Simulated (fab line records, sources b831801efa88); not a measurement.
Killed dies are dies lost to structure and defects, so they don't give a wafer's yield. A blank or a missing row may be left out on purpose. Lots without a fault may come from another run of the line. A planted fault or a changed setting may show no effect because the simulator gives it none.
Chamber matching | flow sky130 | SKY_PASSIVATION_CVD_02 on pecvd-01: 3 sister chambers
The step deposits Si3N4, target thk 540 nm. 18 wafers are shown with their chamber, then 9 later ones without.

WAFERS WITH THEIR CHAMBER
wafer  | chamber | heater_power_w (W)
L074.1 | 2       | 565
L074.2 | 1       | 479
L074.3 | 0       | 691
L074.4 | 1       | 493
L074.5 | 0       | 709
L074.6 | 2       | 616
L076.4 | 0       | 756
L076.5 | 1       | 457
L076.6 | 2       | 644
L079.1 | 0       | 695
L079.2 | 2       | 629
L079.3 | 1       | 525
L080.1 | 1       | 499
L080.2 | 2       | 692
L080.4 | 1       | 516
L082.1 | 1       | 561
L082.4 | 2       | 696
L082.6 | 1       | 452

SIGNATURES (means of the wafers above)
reading        | chamber 0 | chamber 1 | chamber 2 | scatter within a chamber
heater_power_w | 712.75    | 497.75    | 640.33    | 40
Rule: a wafer's distance from a chamber is the root of the sum, over the readings, of the square of ((its reading less the chamber's mean) divided by the reading's scatter). The wafer belongs to the nearest chamber; if the next one is less than 2 further off, it can't be placed. The scatter: the root of (the sum of the squares of (reading less its chamber's mean) over the shown wafers, divided by (wafers less chambers)).

WAFERS WITHOUT THEIR CHAMBER
wafer  | heater_power_w (W)
L085.1 | 680
L085.2 | 676
L085.3 | 551
L096.1 | 744
L096.3 | 496
L096.6 | 522
L097.2 | 677
L097.4 | 521
L097.6 | 684

WHICH CHAMBER EACH WENT THROUGH
wafer  | from the rows above     | in truth
L085.1 | can't be placed: 0 or 2 | 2
L085.2 | can't be placed: 2 or 0 | 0
L085.3 | can't be placed: 1 or 2 | 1
L096.1 | can't be placed: 0 or 2 | 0
L096.3 | 1                       | 1
L096.6 | 1                       | 1
L097.2 | can't be placed: 0 or 2 | 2
L097.4 | 1                       | 1
L097.6 | can't be placed: 0 or 2 | 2
Placed correctly: 3 of 9. Can't be placed from these rows: 6 (the true chamber is among the candidates in 6). Placed wrongly: 0.
